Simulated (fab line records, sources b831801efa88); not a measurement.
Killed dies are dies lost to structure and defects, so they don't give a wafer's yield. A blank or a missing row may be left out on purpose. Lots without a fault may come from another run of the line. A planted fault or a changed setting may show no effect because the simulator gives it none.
Problem report in the 8D (eight disciplines) form, filled by code | flow sfq_line | the parts of the form that need people (team, actions taken, sign-off) are left out

1. THE PROBLEM
heater_power_total_W at SFQ_TRILAYER_M0_LITHO_PEB_024 reads a mean of 81.23 W on 3 wafers of 2 lots; wafers without a fault read 79.15 W with a standard deviation of 0.071. That is +29 standard deviations from the usual mean.
The step: peb time 60 s.
First seen on wafer L564.2, day 11 01:11, on litho_track-02. The record holds 42 wafers of 14 lots with a number at this step. Rule for "out", or "out of limits": more than 4 standard deviations from the usual mean. The other wafers with a number count as sound.

2. WHAT IT IS AND WHAT IT IS NOT
question                    | is                     | is not
which readings at this step | heater_power_total_W   | -
which lots                  | L564, L566             | L561, L562, L565, L573, L574, L575, L577, L578, L579, L580, L582, L584
which wafers of those lots  | L564.2, L564.6, L566.3 | L564.5, L566.1, L566.4
read on which tools         | litho_track-02         | litho_track-01, litho_track-03
when                        | from day 11 01:11      | up to then (7 sound wafers); but 32 sound wafers of L565, L566, L573, L574, L575, L577, L578, L579, L580, L582, L584 came after

3. SUSPECTS, AND WHAT RULES EACH OUT
Counting: a tool at a process step up to the reading stays a suspect if it ran every lot that is out. Sound lots after the first of them don't rule it out here, since some wafers of a struck lot are sound.
- litho_track-02 at SFQ_TRILAYER_M0_LITHO_PEB_024 (peb time 60 s): kept. It ran every lot that is out, first L564 (day 11 01:11); its last sound lot up to then is L562 (day 10 10:46). Its own readings are out on those wafers: heater_power_total_W.
Left after counting: litho_track-02 at SFQ_TRILAYER_M0_LITHO_PEB_024.

4. THE CAUSE (what the simulator had put in)
Process parameter drift: litho_track-02, from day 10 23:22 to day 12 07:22, at SFQ_TRILAYER_M0_LITHO_PEB_024. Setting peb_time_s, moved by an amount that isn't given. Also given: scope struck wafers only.
Counting left only this tool.

5. THE CHAIN OF EFFECTS, in route order
Each row: a reading whose mean over the struck wafers that have a number lies more than 3 standard deviations from the usual. Only readings for which the record gives a usual standard deviation are gone through. hours: the time from each lot's start at the first step in this table that gives one to its start at this step, as a median over the lots. sigmas: the change in usual standard deviations.
hours | step                          | reading              | usual   | on struck wafers | change | sigmas
0     | SFQ_TRILAYER_M0_LITHO_PEB_024 | heater_power_total_W | 79.15 W | 81.23            | +2.08  | +29
The process steps in it:
- SFQ_TRILAYER_M0_LITHO_PEB_024: peb time 60 s.

6. WHAT WOULD HAVE CAUGHT IT SOONER
In this record the first reading out of limits was taken at day 11 01:11, 2 hours after the fault began at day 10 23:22.
